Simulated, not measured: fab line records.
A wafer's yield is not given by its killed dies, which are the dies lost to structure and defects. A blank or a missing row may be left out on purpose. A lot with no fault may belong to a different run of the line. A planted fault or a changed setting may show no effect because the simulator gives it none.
fab line records | flow sky130
record: lots: 6 wafers: 18 last-day: 49
route steps=708 shown RES_XHIGH@339 SD_N@342 SD_P@359 PAD_OPEN@708
lots with no fault: from the same line, run without faults
start-h: hours from the record's first day to the start of the lot's first wafer shown | wait-h: hours elapsed since this lot's preceding step | " repeats the value in the row above | L1.1+2: a row that stands for several wafers | - no value, or no start given | * or withheld: withheld | < > ~ a bound
route shown NAME@n: names a module that has steps shown in the file, with the first one's number in the route | usual: the fault-free wafers' mean and standard deviation | same: alike in all rows | chamber/n: place in a boat | sites: readings site by site | _std_site: standard deviation across them | _edge_site: the outer-site mean with the inner-site mean subtracted | radius-mm: for every site, how far away it sits from the centre of the wafer | mask NAME#n: copy n | behind: the tool/chamber that last shaped the wafer | hold: the reason the lot was held/the length of the hold in hours/how it ended | device: whichever transistor did not switch (one of n, p or np) | end of line: tests run on the same wafers once the route is complete | a step with no rows: only its recipe | killed: dies that structure and defects cost at the first sort, which is not the same as the wafer's yield | map: the dies of a wafer, with x for killed, . for not killed, _ for no die there
set.NAME: setting as actually run; set.NAME@STEP: the setting as run at that earlier step | model.NAME: the simulator's own value behind a step, which no gauge read
lots at selected steps of the route; one table per step, one row per wafer
services: the hour from which a tool's chamber was out of use, counted from the record's first day as start-h (under 0 if before that day), plus the number of hours and why
== steps ==
step: SKY_RES_XHIGH_IMPLANT_07
recipe: species: BF2 energy-kev: 20 dose-cm2: 3.6e+14 tilt-deg: 0
step: SKY_RES_XHIGH_STRIP_08
recipe: chemistry: O2/N2 power-w: 1400 pressure-mtorr: 1500 platen-temp-c: withheld o2-flow-sccm: 3000 n2-flow-sccm: 300 overash-fraction: 0.5
usual: drypump-motor-current-A: 5.4/0.38 oes-product-au: 0.711/0.0048 strip-time-to-endpoint-s: 14.27/0.041
columns lot.wafer tool chamber start-h wait-h drypump-motor-current-A oes-product-au rf-hours-counter-h strip-time-to-endpoint-s
L199.1 plasma-asher-02 1 622.78 0.1 4.9 0.714 95 14.27
L199.3 " 1 " " 4.9 0.705 - 14.21
L199.6 " 1 " " 5.0 0.695 - 14.25
L201.1 plasma-asher-04 1 636.40 0.1 5.9 0.724 82 14.26
L201.3 " 0 " " 5.0 0.707 - 14.22
L201.6 " 0 " " 5.0 0.725 - 14.26
L203.2 plasma-asher-04 1 668.95 0.1 5.9 0.713 85 14.21
L203.3 " 0 " " 5.0 0.710 - 14.19
L203.4 " 1 " " 5.9 0.712 - 14.20
L204.1 plasma-asher-01 0 669.18 0.1 5.3 0.697 50 14.21
L204.3 " 1 " " 5.8 0.710 - 14.22
L204.5 " 1 " " 5.8 0.709 - 14.19
L205.1 plasma-asher-01 0 679.75 0.1 5.4 0.713 51 14.29
L205.3 " 0 " " 5.4 0.712 - 14.29
L205.6 " 0 " " 5.4 0.709 - 14.30
L217.2 plasma-asher-04 1 768.59 0.1 5.9 0.709 93 14.33
L217.3 " 0 " " 5.0 0.706 - 14.32
L217.4 " 1 " " 5.9 0.720 - 14.31
step: SKY_RES_XHIGH_TW_MEAS_09
usual: RES_XHIGH_TW: 1624/24
columns lot.wafer tool chamber start-h wait-h RES_XHIGH_TW
L199.1 film-metro-04 - 622.88 0.1 1603
L199.3 " - " " 1603
L199.6 " - " " 1609
L201.1 film-metro-04 - 636.50 0.1 1604
L201.3 " - " " 1599
L201.6 " - " " 1599
L203.2 film-metro-01 - 669.06 0.1 1634
L203.3 " - " " 1638
L203.4 " - " " 1631
L204.1 film-metro-01 - 669.28 0.1 1643
L204.3 " - " " 1637
L204.5 " - " " 1632
L205.1 film-metro-04 - 679.85 0.1 1600
L205.3 " - " " 1601
L205.6 " - " " 1603
L217.2 film-metro-03 - 768.70 0.1 1660
L217.3 " - " " 1663
L217.4 " - " " 1657
step: SKY_SD_N_DEHYDRATE_00
recipe: temp-c: 200 time-s: 60
step: SKY_SD_N_HMDS_01
recipe: prime-time-s: 60 prime-temp-c: 120
step: SKY_SD_N_COAT_02
recipe: resist: NOVOLAK spin-rpm: 3000 resist-thk-nm: 1140
step: SKY_SD_N_SOFTBAKE_03
recipe: temp-c: 90 time-s: 60 resist: NOVOLAK
step: SKY_SD_N_EXPOSE_04
recipe: mask-id: NSDM na: 0.6 source-shape: conventional sigma-outer: 0.6 polarization: unpolarized target-cd-nm: 380 dose-mj: 141
step: SKY_SD_N_PEB_05
recipe: temp-c: withheld time-s: * resist: NOVOLAK
step: SKY_SD_N_DEVELOP_06
recipe: resist: NOVOLAK developer: TMAH develop-time-s: 60 dev-temp-c: 23
step: SKY_SD_N_CD_MEAS_07
recipe: target-cd-nm: 380
usual: cd-nm: 380.2/2.4
columns lot.wafer tool chamber start-h wait-h cd-nm
L199.1 cd-sem-01 - 651.11 0.1 376.8
L199.3 " - " " 376.5
L199.6 " - " " 374.7
L201.1 cd-sem-02 - 664.53 0.1 383.8
L201.3 " - " " 382.6
L201.6 " - " " 382.8
L203.2 cd-sem-01 - 696.25 0.1 379.7
L203.3 " - " " 380.3
L203.4 " - " " 378.6
L204.1 cd-sem-01 - 697.01 0.1 382.2
L204.3 " - " " 381.6
L204.5 " - " " 383.3
L205.1 cd-sem-01 - 707.84 0.1 379.1
L205.3 " - " " 377.5
L205.6 " - " " 380.4
L217.2 cd-sem-02 - 794.73 0.1 381.7
L217.3 " - " " 381.3
L217.4 " - " " 377.2
step: SKY_SD_N_OVL_MEAS_08
usual: SD_N_OVL: -0.6/1.6
columns lot.wafer tool chamber start-h wait-h SD_N_OVL[nm]
L199.1 overlay-02 - 651.23 0.1 -2.9
L199.3 " - " " -3.7
L199.6 " - " " -1.8
L201.1 overlay-02 - 664.65 0.1 1.0
L201.3 " - " " 0.3
L201.6 " - " " -1.4
L203.2 overlay-02 - 696.36 0.1 1.1
L203.3 " - " " 0.1
L203.4 " - " " -0.5
L204.1 overlay-01 - 697.13 0.1 -2.0
L204.3 " - " " -0.3
L204.5 " - " " -1.5
L205.1 overlay-02 - 707.96 0.1 0.7
L205.3 " - " " 0.3
L205.6 " - " " 1.9
L217.2 overlay-01 - 794.83 0.1 -2.5
L217.3 " - " " -3.4
L217.4 " - " " -1.9
step: SKY_SD_N_IMPLANT_09
recipe: species: As energy-kev: 50 dose-cm2: 4e+15 tilt-deg: 0
usual: beam-energy-keV: 50.002/0.014 faraday-current-uA: 12083/1800
columns lot.wafer tool chamber start-h wait-h beam-energy-keV faraday-current-uA model.implant.rp-nm model.implant.drp-nm
L199.1 implanter-03 0 651.26 0.0 50.041 10472 33.3 14.11
L199.3 " 0 " " 50.005 10345 33.3 14.11
L199.6 " 0 " " 50.003 10271 33.3 14.11
L201.1 implanter-03 0 664.69 0.0 50.011 9948 31.54 14.11
L201.3 " 0 " " 49.982 10017 31.54 14.11
L201.6 " 0 " " 49.992 10240 31.54 14.11
L203.2 implanter-03 0 696.41 0.0 45.057 10116 30.09 13.05
L203.3 " 0 " " 45.035 10419 30.09 13.05
L203.4 " 0 " " 45.042 10301 30.09 13.05
L204.1 implanter-04 0 697.16 0.0 49.993 11513 31.74 14.11
L204.3 " 0 " " 49.985 11978 31.74 14.11
L204.5 " 0 " " 50.004 11661 31.74 14.11
L205.1 implanter-03 0 707.99 0.0 45.034 10369 28.97 13.05
L205.3 " 0 " " 45.046 10198 28.97 13.05
L205.6 " 0 " " 45.032 10663 28.97 13.05
L217.2 implanter-01 0 794.89 0.0 50.003 14000 33.23 14.11
L217.3 " 0 " " 50.023 14161 33.23 14.11
L217.4 " 0 " " 49.994 13807 33.23 14.11
step: SKY_SD_N_IMPLANT_10
recipe: species: P energy-kev: 20 dose-cm2: 1e+14 tilt-deg: 0
step: SKY_SD_N_STRIP_11
recipe: chemistry: O2/N2 power-w: 1400 pressure-mtorr: 1500 platen-temp-c: withheld o2-flow-sccm: 3000 n2-flow-sccm: 300 overash-fraction: 0.5
usual: drypump-motor-current-A: 5.5/0.37 oes-product-au: 0.528/0.0049 strip-time-to-endpoint-s: 22.56/0.037
columns lot.wafer tool chamber start-h wait-h drypump-motor-current-A oes-product-au rf-hours-counter-h strip-time-to-endpoint-s
L199.1 plasma-asher-02 1 651.56 0.1 4.9 0.527 98 22.45
L199.3 " 1 " " 4.9 0.528 - 22.51
L199.6 " 0 " " 5.0 0.529 - 22.48
L201.1 plasma-asher-02 0 664.99 0.1 5.0 0.527 99 22.58
L201.3 " 0 " " 5.0 0.527 - 22.56
L201.6 " 1 " " 4.9 0.530 - 22.57
L203.2 plasma-asher-02 0 696.69 0.1 5.1 0.542 103 21.82
L203.3 " 0 " " 5.0 0.542 - 21.80
L203.4 " 1 " " 4.9 0.543 - 21.85
L204.1 plasma-asher-03 0 697.46 0.1 5.8 0.527 27 22.53
L204.3 " 1 " " 6.0 0.528 - 22.51
L204.5 " 0 " " 5.8 0.526 - 22.55
L205.1 plasma-asher-02 0 708.29 0.1 5.0 0.527 105 21.83
L205.3 " 1 " " 4.9 0.532 - 21.82
L205.6 " 1 " " 4.9 0.534 - 21.81
L217.2 plasma-asher-01 1 795.16 0.1 5.8 0.528 63 22.57
L217.3 " 0 " " 5.3 0.527 - 22.55
L217.4 " 1 " " 5.8 0.535 - 22.60
step: SKY_SD_N_TW_MEAS_12
usual: SD_N_TW: 3948/64
columns lot.wafer tool chamber start-h wait-h SD_N_TW
L199.1 film-metro-01 - 651.66 0.1 3999
L199.3 " - " " 3979
L199.6 " - " " 3998
L201.1 film-metro-04 - 665.09 0.1 3881
L201.3 " - " " 3883
L201.6 " - " " 3900
L203.2 film-metro-01 - 696.80 0.1 3902
L203.3 " - " " 3890
L203.4 " - " " 3897
L204.1 film-metro-04 - 697.56 0.1 3884
L204.3 " - " " 3909
L204.5 " - " " 3897
L205.1 film-metro-04 - 708.39 0.1 3811
L205.3 " - " " 3793
L205.6 " - " " 3795
L217.2 film-metro-03 - 795.27 0.1 4045
L217.3 " - " " 4049
L217.4 " - " " 4083
step: SKY_SD_N_CLEAN_13
recipe: chemistry: SC1/SC2 mix: 1:4:20 temp-c: 70 time-s: 150 dry: n2-spin
step: SKY_SD_N_RTA_14
recipe: temp-c: 1075 time-s: 2 idle-temp-c: 650 ramp-up-c-per-s: 150 ramp-down-c-per-s: 90 ambient: N2
usual: anneal-temp-c-max: 1079.5/0.82 lamp-power-pct: 15.74/0.057 wafer_temp_C_max: 1078.1/1.3
columns lot.wafer tool chamber start-h wait-h anneal-temp-c-max lamp-power-pct wafer_temp_C_max
L199.1 rtp-anneal-02 0 651.78 0.0 1079.3 15.82 1077.9
L199.3 " 0 " " 1079.1 15.70 1079.5
L199.6 " 0 " " 1079.4 15.76 1078.4
L201.1 rtp-anneal-02 0 665.20 0.0 1081.4 15.75 1079.4
L201.3 " 0 " " 1079.8 15.73 1079.2
L201.6 " 0 " " 1079.0 15.65 1079.8
L203.2 rtp-anneal-02 0 696.91 0.0 1080.5 15.74 1077.9
L203.3 " 0 " " 1078.9 15.67 1077.6
L203.4 " 0 " " 1078.8 15.75 1079.3
L204.1 rtp-anneal-01 0 697.68 0.0 1078.8 15.79 1077.4
L204.3 " 0 " " 1079.0 15.79 1078.5
L204.5 " 0 " " 1080.2 15.71 1078.1
L205.1 rtp-anneal-02 0 708.50 0.0 1079.6 15.69 1075.5
L205.3 " 0 " " 1081.0 15.78 1079.2
L205.6 " 0 " " 1080.1 15.76 1077.6
L217.2 rtp-anneal-02 0 795.38 0.0 1079.5 15.67 1077.4
L217.3 " 0 " " 1080.8 15.70 1079.2
L217.4 " 0 " " 1079.3 15.65 1077.7
step: SKY_SD_N_RS_MEAS_16
recipe: thk-meas-gauge: four-point-probe
usual: SD_N_RS: 68.56/0.1
columns lot.wafer tool chamber start-h wait-h SD_N_RS[ohm/sq]
L199.1 film-metro-01 - 651.95 0.1 68.77
L199.3 " - " " 68.65
L199.6 " - " " 68.67
L201.1 film-metro-01 - 665.37 0.1 68.45
L201.3 " - " " 68.55
L201.6 " - " " 68.50
L203.2 film-metro-03 - 697.09 0.1 72.36
L203.3 " - " " 72.06
L203.4 " - " " 72.24
L204.1 film-metro-01 - 697.85 0.1 68.65
L204.3 " - " " 68.80
L204.5 " - " " 68.52
L205.1 film-metro-03 - 708.68 0.1 72.26
L205.3 " - " " 72.23
L205.6 " - " " 72.16
L217.2 film-metro-01 - 795.57 0.1 68.60
L217.3 " - " " 68.48
L217.4 " - " " 68.41
step: SKY_SD_N_RS_MEAS_17
recipe: thk-meas-gauge: four-point-probe
usual: SD_P_RS: 147.1/0.35
columns lot.wafer tool chamber start-h wait-h SD_P_RS[ohm/sq]
L199.1 film-metro-01 - 652.07 0.1 147.5
L199.3 " - " " 147.7
L199.6 " - " " 147.4
L201.1 film-metro-01 - 665.49 0.1 146.7
L201.3 " - " " 146.8
L201.6 " - " " 146.9
L203.2 film-metro-03 - 697.21 0.1 147.3
L203.3 " - " " 147.0
L203.4 " - " " 146.9
L204.1 film-metro-01 - 697.97 0.1 147.1
L204.3 " - " " 147.2
L204.5 " - " " 147.4
L205.1 film-metro-03 - 708.80 0.1 146.9
L205.3 " - " " 146.8
L205.6 " - " " 146.6
L217.2 film-metro-01 - 795.69 0.1 146.9
L217.3 " - " " 147.0
L217.4 " - " " 147.3
step: SKY_PAD_OPEN_PROBE_99
usual: killed_at_M0_to_M3: 43/6.5 killed_at_M4_up: 3.1/1.8 killed-at-contacts: 24/4.8 killed-at-front-end: 15/4.7 killed-at-other: 0.3/0.58 killed-dies: 86/8.6 killed-open: 47/6.7 killed-short: 39/6.1
same: gross-dies: 492 killed-at-back-side: 0
columns lot.wafer tool chamber start-h wait-h killed_at_M0_to_M3 killed_at_M4_up killed-at-contacts killed-at-front-end killed-at-other killed-dies killed-open killed-short model.etest.res-ndiff.line-ohm-um model.etest.res-ndiff.rs-ohm-sq model.etest.res-ndiff-hv.rs-ohm-sq
L199.1 prober-01 - 1075.70 0.1 50 0 27 21 1 99 46 53 764.7 117.2 110.9
L199.3 prober-01 - 1075.80 0.2 36 3 28 17 0 84 42 42 755.6 117.4 111.4
L199.6 prober-01 - 1075.95 0.2 42 2 25 19 2 90 47 43 754.4 117.2 111.1
L201.1 prober-02 - 1085.89 0.1 51 4 23 11 0 89 54 35 787 120.4 114.9
L201.3 prober-02 - 1085.99 0.2 49 2 19 19 0 89 51 38 794.1 121.1 114.6
L201.6 prober-02 - 1086.14 0.2 41 3 27 25 0 96 50 46 773.6 119.8 115
L203.2 prober-02 - 1107.11 0.1 36 4 26 16 0 82 37 45 781.8 123.2 116.8
L203.3 prober-02 - 1107.16 0.2 40 3 25 11 1 80 36 44 802 124.5 117.6
L203.4 prober-02 - 1107.21 0.2 47 4 24 16 0 91 53 38 794.9 123.8 117.1
L204.1 prober-01 - 1110.28 0.1 36 5 16 13 0 70 38 32 768.2 119.4 115.2
L204.3 prober-01 - 1110.38 0.2 44 8 22 12 0 86 52 34 781.9 120.2 114.6
L204.5 prober-01 - 1110.48 0.2 39 1 19 27 0 86 48 38 741.8 118.7 114.5
L205.1 prober-02 - 1117.04 0.1 42 0 17 27 0 86 45 41 796.8 126.6 120.3
L205.3 prober-02 - 1117.14 0.2 48 0 22 13 0 83 55 28 816 126.1 119.9
L205.6 prober-02 - 1117.29 0.2 39 2 26 25 1 93 47 46 799.1 126.5 120
L217.2 prober-01 - 1177.94 0.1 49 5 24 18 1 97 49 48 761.7 118 111.2
L217.3 prober-01 - 1177.99 0.2 51 4 25 12 0 92 50 42 744.3 116.8 110.3
L217.4 prober-01 - 1178.04 0.2 33 3 25 17 0 78 42 36 768.2 117 111.4
killed by level:class
L199.1 FIELD_ISO:geometric-particle:short=8 CONTACT:geometric-particle:open=8 VIA2:geometric-particle:open=8 METAL2:geometric-particle:short=7 VIA1:geometric-particle:open=7 VIA3:geometric-particle:short=7 LI_CONTACT:geometric-particle:short=6 LI_CONTACT:geometric-particle:open=6
L199.3 CONTACT:geometric-particle:open=10 POLY_GATE:geometric-particle:short=8 VIA1:geometric-particle:open=8 LI_CONTACT:geometric-particle:open=7 LI_CONTACT:geometric-particle:short=5 VIA3:geometric-particle:open=5 METAL2:geometric-particle:open=4 VIA1:geometric-particle:short=4
L199.6 CONTACT:geometric-particle:open=9 VIA1:geometric-particle:short=8 METAL2:geometric-particle:short=8 VIA3:geometric-particle:open=8 VIA1:geometric-particle:open=7 LI_CONTACT:geometric-particle:open=6 FIELD_ISO:geometric-particle:open=5 LOCAL_INTERCONNECT:geometric-particle:short=5
L201.1 VIA1:geometric-particle:open=17 CONTACT:geometric-particle:open=10 VIA3:geometric-particle:open=7 VIA2:geometric-particle:open=5 LI_CONTACT:geometric-particle:open=5 METAL1:geometric-particle:short=5 FIELD_ISO:geometric-particle:short=4 METAL2:geometric-particle:short=4
L201.3 VIA1:geometric-particle:open=13 LI_CONTACT:geometric-particle:open=10 VIA2:geometric-particle:open=7 VIA3:geometric-particle:open=6 FIELD_ISO:geometric-particle:short=5 POLY_GATE:geometric-particle:short=5 METAL1:geometric-particle:short=5 VIA1:geometric-particle:short=5
L201.6 POLY_GATE:geometric-particle:short=12 LI_CONTACT:geometric-particle:open=9 CONTACT:geometric-particle:open=9 VIA1:geometric-particle:open=9 VIA1:geometric-particle:short=7 METAL1:geometric-particle:short=6 POLY_GATE:geometric-particle:open=5 CONTACT:geometric-particle:short=5
L203.2 POLY_GATE:geometric-particle:short=7 VIA1:geometric-particle:open=7 CONTACT:geometric-particle:open=6 VIA2:geometric-particle:open=6 LOCAL_INTERCONNECT:geometric-particle:open=5 METAL2:geometric-particle:short=5 FIELD_ISO:geometric-particle:short=4 LI_CONTACT:geometric-particle:open=4
L203.3 METAL1:geometric-particle:short=10 CONTACT:geometric-particle:open=8 VIA1:geometric-particle:open=7 FIELD_ISO:geometric-particle:open=5 LI_CONTACT:geometric-particle:open=5 METAL2:geometric-particle:short=5 LOCAL_INTERCONNECT:geometric-particle:short=5 FIELD_ISO:geometric-particle:short=4
L203.4 VIA1:geometric-particle:open=10 VIA2:geometric-particle:open=10 CONTACT:geometric-particle:open=9 METAL1:geometric-particle:short=8 VIA3:geometric-particle:open=7 CONTACT:geometric-particle:short=6 FIELD_ISO:geometric-particle:open=4 POLY_GATE:geometric-particle:open=4
L204.1 METAL1:geometric-particle:short=7 VIA1:geometric-particle:open=7 VIA2:geometric-particle:open=7 VIA3:geometric-particle:open=7 CONTACT:geometric-particle:open=5 FIELD_ISO:geometric-particle:short=4 CONTACT:geometric-particle:short=4 FIELD_ISO:geometric-particle:open=3
L204.3 LI_CONTACT:geometric-particle:open=9 VIA1:geometric-particle:open=8 VIA3:geometric-particle:open=7 VIA2:geometric-particle:open=6 FIELD_ISO:geometric-particle:open=5 FIELD_ISO:geometric-particle:short=4 METAL2:geometric-particle:open=4 METAL4:geometric-particle:short=4
L204.5 FIELD_ISO:geometric-particle:open=11 VIA1:geometric-particle:open=8 CONTACT:geometric-particle:open=7 METAL2:geometric-particle:short=6 FIELD_ISO:geometric-particle:short=6 LI_CONTACT:geometric-particle:open=6 VIA1:geometric-particle:short=5 VIA2:geometric-particle:open=5
L205.1 VIA2:geometric-particle:open=10 FIELD_ISO:geometric-particle:short=9 CONTACT:geometric-particle:short=7 FIELD_ISO:geometric-particle:open=6 VIA1:geometric-particle:open=6 POLY_GATE:geometric-particle:open=5 LI_CONTACT:geometric-particle:open=5 VIA3:geometric-particle:open=5
L205.3 CONTACT:geometric-particle:open=13 METAL1:geometric-particle:short=9 VIA2:geometric-particle:open=9 VIA1:geometric-particle:open=7 FIELD_ISO:geometric-particle:open=6 LI_CONTACT:geometric-particle:open=6 METAL1:geometric-particle:open=6 VIA2:geometric-particle:short=6
L205.6 VIA1:geometric-particle:open=10 CONTACT:geometric-particle:open=9 POLY_GATE:geometric-particle:short=8 FIELD_ISO:geometric-particle:open=6 CONTACT:geometric-particle:short=6 VIA1:geometric-particle:short=6 METAL2:geometric-particle:short=6 LI_CONTACT:geometric-particle:open=5
L217.2 VIA1:geometric-particle:open=10 CONTACT:geometric-particle:open=9 METAL1:geometric-particle:short=8 LI_CONTACT:geometric-particle:open=7 VIA3:geometric-particle:open=7 VIA3:geometric-particle:short=5 VIA2:geometric-particle:open=5 FIELD_ISO:geometric-particle:short=4
L217.3 VIA1:geometric-particle:open=12 METAL1:geometric-particle:short=11 LI_CONTACT:geometric-particle:open=9 CONTACT:geometric-particle:open=6 LOCAL_INTERCONNECT:geometric-particle:short=5 VIA2:geometric-particle:open=5 METAL3:geometric-particle:short=5 VIA3:geometric-particle:open=4
L217.4 CONTACT:geometric-particle:open=11 VIA1:geometric-particle:open=6 VIA2:geometric-particle:open=6 FIELD_ISO:geometric-particle:short=5 LI_CONTACT:geometric-particle:open=5 CONTACT:geometric-particle:short=5 POLY_GATE:geometric-particle:short=4 METAL1:geometric-particle:short=4
== services ==
columns tool chamber start-h hours kind
plasma-asher-02 - 610.52 5.1 repair
plasma-asher-03 - 638.66 2.8 pm
plasma-asher-02 - 639.31 1.4 repair
implanter-04 - 640.16 1.8 repair
implanter-01 - 648.37 0.7 repair
implanter-03 - 651.59 6.1 pm
rtp-anneal-01 - 655.94 1.2 pm
implanter-03 - 660.09 3.6 repair
plasma-asher-04 - 677.54 28.1 pm
implanter-01 - 685.99 1.6 repair
implanter-03 - 704.05 3.9 repair
plasma-asher-02 - 714.43 14.6 pm
plasma-asher-02 - 733.77 9.0 pm
plasma-asher-02 0 733.77 9.0 vent-cycle
plasma-asher-02 1 733.77 9.0 vent-cycle
implanter-01 - 740.46 4.2 repair
plasma-asher-02 0 742.77 - clean
plasma-asher-02 1 742.77 - clean
plasma-asher-01 - 746.33 2.8 pm
plasma-asher-04 - 750.63 2.5 repair
implanter-04 - 769.42 10.6 pm
implanter-04 - 782.27 2.6 pm
== key ==
first-sign: step: SKY_SD_N_IMPLANT_09 reading: beam-energy-keV direction: down sigmas: 99+ usual: * struck: *
effect: step: SKY_SD_N_STRIP_11 reading: strip-time-to-endpoint-s direction: down sigmas: 20 usual: * struck: *
effect: step: SKY_SD_N_TW_MEAS_12 reading: SD_N_TW direction: down sigmas: 1.6 usual: 3948 struck: 3848
effect: step: SKY_SD_N_RS_MEAS_16 reading: SD_N_RS direction: up sigmas: 36 usual: 68.56 struck: 72.22
model-effect: step: SKY_SD_N_IMPLANT_09 value: implant.rp-nm without: 32.15 struck: 29.53
model-effect: step: SKY_PAD_OPEN_PROBE_99 value: etest.res-ndiff.line-ohm-um without: 763.5 struck: 798.4
met-at SKY_SD_N_IMPLANT_09
struck-wafers L203.2,L203.3,L203.4,L205.1,L205.3,L205.6
tester-left-out L203,L205
onset-between 664.69 696.41
fault: kind: process-parameter-drift tool: implanter-03 chamber: - onset-h: 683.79 steps: SKY_SD_N_IMPLANT_09 channel: energy-kev offset: * shape: step end-h: 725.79 acts-in: * stated: *
tester-left-out: of these lots the tester's yield and bins aren't shown, on N5 and GAA mostly nor the transistor test; their killed dies are dies lost to structure and defects alone, not to doping, threshold or leakage, so they don't give the yield
